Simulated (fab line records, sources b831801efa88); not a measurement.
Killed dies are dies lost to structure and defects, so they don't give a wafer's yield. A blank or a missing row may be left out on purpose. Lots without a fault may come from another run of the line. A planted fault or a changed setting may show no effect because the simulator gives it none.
A struck lot beside a sound one | flow sky130 | 43 steps out of a route of 708
Sound: wafers L584.1, L584.3, L584.6. Struck: wafers L590.2, L590.3, L590.4. The cause comes at the end.
At each step with rows: each side's tool, then ch and its chambers, then its first start. Under that, the readings that differ: sound wafers | struck wafers | difference of the means | sigmas: that difference in standard deviations of wafers without a fault.
alike: readings whose means differ by less than 2 such deviations, and words and numbers that are the same on both sides. not compared: withheld readings, readings that some wafer has no value for, bounds like >300 that may hide the same value, and numbers for which the record gives no deviation and whose values overlap.
The two part at a step that has a row with sigmas, a row that says differs or no value, or rows on one side only. Numbers that don't overlap but have no deviation are shown without sigmas and don't part them. A reading that every wafer of one side lacks parts them only if that side has two wafers or more.

SKY_VIA2_STRIP_16: strips in O2/N2.
  sound on plasma_asher-04 ch 1, day 38 14:32; struck on plasma_asher-01 ch 0,1, day 39 19:11
  alike: drypump_motor_current_A, oes_product_au, strip_time_to_endpoint_s
  not compared: rf_hours_counter_h
then, 4 steps without rows for these wafers: SKY_VIA2_STRIP_17 (strips in post etch residue remover, time 1200 s); SKY_VIA2_CLEAN_18 (cleans in IPA, time 180 s); SKY_VIA2_CLEAN_19 (cleans in O3/DIW); SKY_VIA2_SPUTTER_20 (material TiN, target thk 20 nm, time 80 s).
SKY_VIA2_CVD_21: deposits W, target thk 420 nm, time 126.4 s.
  sound on cvd_w-01 ch 0,1, day 38 15:14; struck on cvd_w-02 ch 1, day 39 19:54
  alike: heater_power_outer_w, heater_power_w
SKY_VIA2_RS_MEAS_22: measures by four-point-probe.
  sound on film_metro-01, day 38 15:22; struck on film_metro-02, day 39 20:08
  alike: VIA2_W_RS
SKY_VIA2_THK_MEAS_23: measures by xrf.
  sound on film_metro-01, day 38 15:29; struck on film_metro-02, day 39 20:14
  alike: VIA2_W_THK
SKY_VIA2_CMP_24: polishes, stops on SiO2, t overpolish 20 s, target thk 0 nm.
  sound on cmp-01 ch 0,1,3, day 38 15:36; struck on cmp-02 ch 0,2,3, day 39 20:17
  alike: edge_zone_pressure_frac, motor_current_A, overpolish_run_s, time_to_endpoint_s
then, 2 steps without rows for these wafers: SKY_METAL3_SPUTTER_00 (material Ti, target thk 15 nm, time 10 s); SKY_METAL3_SPUTTER_01 (material TiN, target thk 20 nm, time 16.7 s).
SKY_METAL3_SPUTTER_02: material AlCu, target thk 735 nm, time 39.1 s.
  sound on pvd_sputter-03, day 38 15:53; struck on pvd_sputter-03, day 39 20:38
  alike: throttle_valve_pct
SKY_METAL3_SPUTTER_03: material Ti, target thk 5 nm, time 3.3 s.
  sound on pvd_sputter-03, day 38 15:56; struck on pvd_sputter-03, day 39 20:41
  alike: throttle_valve_pct
SKY_METAL3_SPUTTER_04: material TiN, target thk 70 nm, time 58.3 s.
  sound on pvd_sputter-03, day 38 15:57; struck on pvd_sputter-03, day 39 20:42
  alike: throttle_valve_pct
then, 1 step without rows for these wafers: SKY_CAPM_CVD_00 (deposits SiO2, target thk 15.5 nm).
SKY_CAPM_THK_MEAS_01:
  sound on film_metro-03, day 38 16:01; struck on film_metro-01, day 39 20:47
  alike: CAPM_CVD_00_THK
then, 1 step without rows for these wafers: SKY_CAPM_SPUTTER_02 (material TiN, target thk 200 nm, time 166.7 s).
SKY_CAPM_RS_MEAS_03: measures by four-point-probe.
  sound on film_metro-01, day 38 16:11; struck on film_metro-04, day 39 20:58
  alike: CAPM_TIN_RS
SKY_CAPM_THK_MEAS_04: measures by xrf.
  sound on film_metro-01, day 38 16:19; struck on film_metro-04, day 39 21:04
  alike: CAPM_TIN_THK
then, 7 steps without rows for these wafers: SKY_CAPM_DEHYDRATE_05 (time 60 s); SKY_CAPM_HMDS_06 (prime time 60 s); SKY_CAPM_COAT_07 (resist thk 1140 nm); SKY_CAPM_SOFTBAKE_08 (time 60 s); SKY_CAPM_EXPOSE_09 (exposes mask CAPM, target cd 1000 nm); SKY_CAPM_PEB_10; SKY_CAPM_DEVELOP_11 (develop time 60 s).
SKY_CAPM_OVL_MEAS_12:
  sound on overlay-01, day 39 16:52; struck on overlay-02, day 40 21:01
  alike: CAPM_OVL
then, 13 steps without rows for these wafers: SKY_CAPM_METAL_ETCH_13 (etches TiN in Cl2/BCl3, stops on SiO2, target depth 220 nm, time 62.9 s); SKY_CAPM_STRIP_14 (strips in O2/N2); SKY_CAPM_STRIP_15 (strips in post etch residue remover, time 1200 s); SKY_CAPM_CLEAN_16 (cleans in IPA, time 180 s); SKY_CAPM_CLEAN_17 (cleans in O3/DIW); SKY_METAL3_DEHYDRATE_05 (time 60 s); SKY_METAL3_HMDS_06 (prime time 60 s); SKY_METAL3_COAT_07 (resist thk 59.21 nm); SKY_METAL3_COAT_08 (resist thk 1140 nm); SKY_METAL3_SOFTBAKE_09 (time 90 s); SKY_METAL3_EXPOSE_10 (exposes mask MM3, target cd 300 nm); SKY_METAL3_PEB_11; SKY_METAL3_DEVELOP_12 (develop time 60 s).
SKY_METAL3_CD_MEAS_13: target cd 300 nm.
  sound on cd_sem-02, day 40 17:47; struck on cd_sem-01, day 41 21:44
  alike: cd_nm
SKY_METAL3_OVL_MEAS_14:
  sound on overlay-01, day 40 17:54; struck on overlay-02, day 41 21:50
  reading         | sound | struck    | difference | sigmas
  METAL3_OVL (nm) | 9 7 7 | -5 -15 -7 | -17        | -3
-- the record jumps here: 7 days lie between the struck wafers' starts before and after (it left off in module METAL3 and takes up again in module PAD_OPEN, whose first step shown is number 708 of the route) --
SKY_PAD_OPEN_PROBE_99:
  sound on prober-01, day 47 22:47; struck on prober-01, day 48 17:59
  no value came back on the struck wafers for model.etest.tester.sort_n_pass, model.etest.tester.sort_yield_pct (%), model.etest.tester.sort_bin_5_pct (%), model.etest.tester.sort_bin_3_pct (%); on the sound wafers model.etest.tester.sort_n_pass reads 403 398 410
  reading                     | sound             | struck            | difference | sigmas
  killed_at_M0_to_M3          | 44 40 52          | 52 79 69          | +21        | +3
  model.etest.tip_n.rs_ohm_sq | 442.6 444.4 437.7 | 392.1 393.3 392.9 | -48.8      |
  alike: killed_at_M4_up, killed_at_contacts, killed_at_front_end, killed_at_other, killed_dies, killed_on_rim, killed_open, killed_short
  not compared: model.etest.nfet_01v8_swapped.vt_sat_v, model.etest.nfet_01v8_turned.vt_sat_v

WHERE THEY PART
First at SKY_METAL3_OVL_MEAS_14; last, within this record, at SKY_PAD_OPEN_PROBE_99.

WHY: what the simulator had put in
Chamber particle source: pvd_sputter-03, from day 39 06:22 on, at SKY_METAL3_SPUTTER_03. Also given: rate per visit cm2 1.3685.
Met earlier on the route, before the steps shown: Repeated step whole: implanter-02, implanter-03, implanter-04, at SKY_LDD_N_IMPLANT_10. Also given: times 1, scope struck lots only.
